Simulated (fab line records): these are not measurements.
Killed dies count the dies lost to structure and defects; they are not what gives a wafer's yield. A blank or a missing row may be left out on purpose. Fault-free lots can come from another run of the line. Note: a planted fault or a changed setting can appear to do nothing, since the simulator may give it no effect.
Problem report, 8D (eight disciplines) form, completed by code / flow gf180mcu / the parts of the form that need people (team, actions taken, sign-off) are left out

## 1. THE PROBLEM
A mean of 6.32 s is read at GF_M4_STRIP_17 for strip_time_to_endpoint_s, taken on 1 wafer of 1 lot, against 7.39 s (standard deviation 0.074) on wafers free of any fault. Relative to the usual mean, that is a shift of -14 standard deviations.
The step: strips in O2/N2.
First observed at day 29 09:05: wafer L373.4, on plasma_asher-03. The record holds 33 wafers of 11 lots with a number at this step. By rule, "out" or "out of limits" means more than 4 standard deviations away from the usual mean. The rest of the wafers with a number are treated as sound.

## 2. WHAT IT IS, AND WHAT IT ISN'T
question=which readings at this step | is=strip_time_to_endpoint_s, oes_product_au | is not=drypump_motor_current_A, heater_power_w
question=which lots | is=L373 | is not=L356, L358, L359, L360, L361, L363, L364, L365, L377, L378
question=which wafers of those lots | is=L373.4 | is not=L373.3, L373.5
question=read on which tools | is=plasma_asher-03 | is not=plasma_asher-01, plasma_asher-02
question=when | is=from day 29 09:05 | is not=up to then (26 sound wafers); but 6 sound wafers of L377, L378 came after

## 3. WHAT RULES OUT EACH SUSPECT
Counting: a tool at a process step up to the reading stays a suspect if it ran every lot that is out. Sound lots after the first of them don't rule it out here, since some wafers of a struck lot are sound.
- cvd_w-02 at GF_V3_CVD_23 (deposits W, target thk 350 nm, time 104.9 s): kept. It processed L373, the lot that is out, at day 28 11:43, and its most recent sound lot before then was L365 at day 25 19:16.
- cmp-01 at GF_V3_CMP_26 (polishes, stops on SiO2, t overpolish 15 s, target thk 0 nm): kept. It processed L373, the lot that is out, at day 28 12:08, and its most recent sound lot before then was L365 at day 25 19:31.
- rie_metal-02 at GF_M4_METAL_ETCH_16 (etches the open film in Cl2/BCl3, stops on SiO2, target depth 750.8 nm, time 125.1 s): kept. It processed L373, the lot that is out, at day 29 08:58, and its most recent sound lot before then was L361 at day 25 10:28.
- plasma_asher-03 at GF_M4_STRIP_17 (strips in O2/N2): kept. It processed L373, the lot that is out, at day 29 09:05, and its most recent sound lot before then was L361 at day 25 10:36. On those wafers its own readings are out: oes_product_au, strip_time_to_endpoint_s.
- At GF_V3_CVD_23 on cvd_w-02, chamber 1 took the sound wafers of the same lots and chamber 0 took the wafers that are out.
- At GF_V3_CMP_26 on cmp-01, chamber 2 took the sound wafers of the same lots and chamber 1 took the wafers that are out.
- At GF_M4_METAL_ETCH_16 on rie_metal-02, chamber 0 took the sound wafers of the same lots and chamber 1 took the wafers that are out.
- At GF_M4_STRIP_17 on plasma_asher-03, chamber 1 took the sound wafers of the same lots and chamber 0 took the wafers that are out.
Left after counting: cvd_w-02 at GF_V3_CVD_23, cmp-01 at GF_V3_CMP_26, rie_metal-02 at GF_M4_METAL_ETCH_16, plasma_asher-03 at GF_M4_STRIP_17.

## 4. THE CAUSE (what the simulator had put in)
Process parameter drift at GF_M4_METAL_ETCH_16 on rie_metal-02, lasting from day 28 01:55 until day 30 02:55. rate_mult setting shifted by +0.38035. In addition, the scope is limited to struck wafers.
Of the 4 suspects that counting leaves, this tool is one.

## 5. THE EFFECT CHAIN, in route order
Each row: a reading whose mean over the struck wafers that have a number lies more than 3 standard deviations from the usual. Scope: only readings with a usual standard deviation given in the record; hours: median across lots of the time from each lot's start at the first step in this table that gives one to its start at this step; sigmas: change in usual standard deviations.
hours=0; step=GF_M4_STRIP_17; reading=oes_product_au; usual=0.537 a.u.; on struck wafers=0.489; change=-0.048; sigmas=-8.6
hours=0; step=GF_M4_STRIP_17; reading=strip_time_to_endpoint_s; usual=7.39 s; on struck wafers=6.32; change=-1.07; sigmas=-14
Here are the process steps it includes:
- GF_M4_STRIP_17: strips in O2/N2.
At these later measuring or inspecting steps, every struck wafer for which the step has a row has a number for every such reading, and none has moved that far: GF_V4_THK_MEAS_01.

## 6. WHAT WOULD HAVE CAUGHT IT SOONER
The fault began at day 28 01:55; the first out-of-limits reading in this record came at day 29 09:05, 31 hours later.
Of the tool readings at GF_M4_METAL_ETCH_16 for which the record gives a usual standard deviation, none was out on any struck wafer, so an alarm limit of 4 standard deviations on them would not have fired.
Each of the lots that are out, 1 in all, had begun GF_M4_METAL_ETCH_16 on rie_metal-02 no later than day 29 09:05. None of them would have been spared by holding the tool at that moment.
